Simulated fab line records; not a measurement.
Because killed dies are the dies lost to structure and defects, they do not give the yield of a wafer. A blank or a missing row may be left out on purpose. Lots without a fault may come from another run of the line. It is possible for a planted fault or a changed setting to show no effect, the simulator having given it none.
Which tool did it? ; flow sky130 ; 11 lots, 33 wafers sampled, at 5 steps of a route of 708

== WHAT THE GAUGES READ, wafer by wafer ==
SKY_POLY_GATE_OVL_MEAS_14. Usual: POLY_GATE_OVL -1 nm, standard deviation 5.4.
lot;measured;on;POLY_GATE_OVL (nm);flag
L967;day 17 01:11;overlay-01;0 -3 4;
L968;day 17 05:50;overlay-02;-6 -8 -4;
L969;day 17 11:32;overlay-01;1 0 -1;
L970;day 18 03:23;overlay-01;-1 -6 0;
L981;day 21 22:58;overlay-01;5 10 8;
L982;day 22 08:38;overlay-02;2 0 -7;
L983;day 22 18:17;overlay-01;-3 -5 -6;
L984;day 23 04:05;overlay-01;4 -3 -1;
L985;day 23 05:32;overlay-01;0 1 -1;
L987;day 24 04:05;overlay-01;3 2 7;
L988;day 24 05:55;overlay-02;-2 0 3;

SKY_METAL4_CD_MEAS_13: target cd 300 nm. Usual: cd nm reads 299.9 nm (standard deviation 1.2).
lot;measured;on;cd nm (nm);flag
L967;day 42 10:15;cd sem-02;300.0 302.1 300.1;
L968;day 42 10:37;cd sem-02;297.6 298.8 299.6;
L969;day 42 18:09;cd sem-02;287.6 301.1 299.9;OFF
L970;day 43 02:06;cd sem-01;285.2 299.8 285.4;OFF
L981;day 45 22:32;cd sem-01;301.3 300.5 300.5;
L982;day 46 02:49;cd sem-02;299.7 298.2 298.5;
L983;day 46 11:34;cd sem-01;300.8 300.0 300.5;
L984;day 46 18:01;cd sem-01;298.8 300.1 298.8;
L985;day 46 19:27;cd sem-02;298.6 298.3 298.3;
L987;day 47 09:46;cd sem-02;301.0 300.6 299.5;
L988;day 47 10:20;cd sem-01;297.8 300.1 298.4;

== TOOL THAT RAN EACH LOT (tool first, then ch and the chambers of the sampled wafers, then the start) ==
lot;SKY_RES_PROTECT_STRIP_07;SKY_POLY_GATE_ETCH_16;SKY_METAL4_EXPOSE_10
L967;plasma asher-01 ch 0,1, day 15 19:32;rie diel-03 ch 0,2, day 17 01:17;krf scanner-01 ch 0, day 41 21:40
L968;plasma asher-02 ch 0,1, day 15 21:52;rie diel-03 ch 0,1,3, day 17 05:58;krf scanner-02 ch 0, day 41 22:33
L969;plasma asher-02 ch 0,1, day 16 05:22;rie diel-03 ch 0,1,2, day 17 11:40;krf scanner-01 ch 0, day 42 06:24
L970;plasma asher-03 ch 0,1, day 16 18:46;rie diel-01 ch 1,2,3, day 18 03:30;krf scanner-01 ch 0, day 42 15:13
L981;plasma asher-01 ch 1, day 20 13:04;rie diel-01 ch 0,1, day 21 23:05;krf scanner-02 ch 0, day 45 12:23
L982;plasma asher-03 ch 0,1, day 21 00:04;rie diel-03 ch 0,1,2, day 22 08:45;krf scanner-01 ch 0, day 45 16:32
L983;plasma asher-01 ch 0, day 21 09:48;rie diel-03 ch 0,1, day 22 18:25;krf scanner-02 ch 0, day 46 01:04
L984;plasma asher-03 ch 0, day 21 19:43;rie diel-02 ch 0,2,3, day 23 04:13;krf scanner-02 ch 0, day 46 08:18
L985;plasma asher-01 ch 0,1, day 21 22:13;rie diel-03 ch 0,2,3, day 23 05:39;krf scanner-02 ch 0, day 46 09:46
L987;plasma asher-02 ch 0,1, day 22 19:36;rie diel-03 ch 0,1, day 24 04:12;krf scanner-01 ch 0, day 46 23:44
L988;plasma asher-02 ch 0,1, day 22 22:22;rie diel-03 ch 0,2,3, day 24 06:02;krf scanner-01 ch 0, day 47 00:29
- SKY_RES_PROTECT_STRIP_07: strips in O2/N2.
- SKY_POLY_GATE_ETCH_16: etches Si3N4 in CH3F/O2, stops on poly-Si, time 147.5 s, target depth 75 nm.
- SKY_METAL4_EXPOSE_10: exposes mask MM4, target cd 300 nm.

== WHAT THE TOOLS THEMSELVES READ (means of the sampled wafers that have a number; where no wafer has one, the mark that the record gives instead) ==
SKY_RES_PROTECT_STRIP_07. Usual: drypump motor current A 5.6 A, standard deviation 0.36; n2 flow sccm 300.1 sccm, standard deviation 0.85; oes product au 0.518 a.u., standard deviation 0.0046; strip time to endpoint s 23.30 s, standard deviation 0.034.
lot;tool;drypump motor current A (A);n2 flow sccm (sccm);oes product au (a.u.);strip time to endpoint s (s);flag
L967;plasma asher-01;5.2;299.8;0.517;23.26;
L968;plasma asher-02;5.6;300.3;0.518;23.32;
L969;plasma asher-02;5.7;300.4;0.516;23.24;
L970;plasma asher-03;5.9;299.7;0.525;23.32;
L981;plasma asher-01;5.4;300.2;0.521;23.29;
L982;plasma asher-03;5.9;299.7;0.520;23.30;
L983;plasma asher-01;4.8;301.1;0.525;23.33;
L984;plasma asher-03;6.0;299.7;0.520;23.35;
L985;plasma asher-01;5.0;300.3;0.512;23.28;
L987;plasma asher-02;5.7;300.1;0.517;23.34;
L988;plasma asher-02;5.7;300.0;0.519;23.26;

SKY_POLY_GATE_ETCH_16. Usual: drypump motor current A 5.8 A, standard deviation 0.42; oes product au 0.641 a.u., standard deviation 0.0053; throttle valve pct 10.534 %, standard deviation 0.0088.
lot;tool;drypump motor current A (A);oes product au (a.u.);throttle valve pct (%);flag
L967;rie diel-03;5.8;0.639;10.529;
L968;rie diel-03;5.8;0.645;10.540;
L969;rie diel-03;5.5;0.643;10.536;
L970;rie diel-01;5.9;0.638;10.540;
L981;rie diel-01;5.7;0.641;10.536;
L982;rie diel-03;5.5;0.641;10.524;
L983;rie diel-03;5.6;0.640;10.532;
L984;rie diel-02;6.1;0.641;10.531;
L985;rie diel-03;5.7;0.638;10.543;
L987;rie diel-03;5.7;0.641;10.535;
L988;rie diel-03;5.7;0.646;10.540;

SKY_METAL4_EXPOSE_10. Usual: focus offset nm 0.0 nm, standard deviation 0.54; stage vel mm s 500.02 mm/s, standard deviation 0.26.
lot;tool;focus offset nm (nm);stage vel mm s (mm/s);flag
L967;krf scanner-01;-0.3;500.01;
L968;krf scanner-02;-0.3;500.05;
L969;krf scanner-01;0.5;500.19;
L970;krf scanner-01;-0.1;499.82;
L981;krf scanner-02;-0.1;500.24;
L982;krf scanner-01;-0.8;499.98;
L983;krf scanner-02;0.6;499.85;
L984;krf scanner-02;-0.3;499.86;
L985;krf scanner-02;-0.2;500.22;
L987;krf scanner-01;0.5;499.83;
L988;krf scanner-01;0.3;500.17;

== THE ANSWER, worked out from the rows above alone ==
Rule: a lot counts as off when the mean over its wafers that have a number is more than 3 standard deviations away from the usual mean. Also off: a lot with no number at a reading for which 4 or more lots have one. All remaining lots with rows at the step are treated as sound. First the gauges in route order, then the tools' own readings, where a lot's mean is used as printed above. At the first step where some lot is off, the reading lying furthest off is the one used; lots without a number count as furthest.
Off at SKY_METAL4_CD_MEAS_13 (cd nm): L969, L970.
If a tool, at a process step before that reading, ran all the lots that are off and no sound lot after the first of them, it fits. The gauges at SKY_METAL4_CD_MEAS_13 are tried like those tools. Not one of the candidates tried fits.

== WHAT THE SIMULATOR PUT IN ==
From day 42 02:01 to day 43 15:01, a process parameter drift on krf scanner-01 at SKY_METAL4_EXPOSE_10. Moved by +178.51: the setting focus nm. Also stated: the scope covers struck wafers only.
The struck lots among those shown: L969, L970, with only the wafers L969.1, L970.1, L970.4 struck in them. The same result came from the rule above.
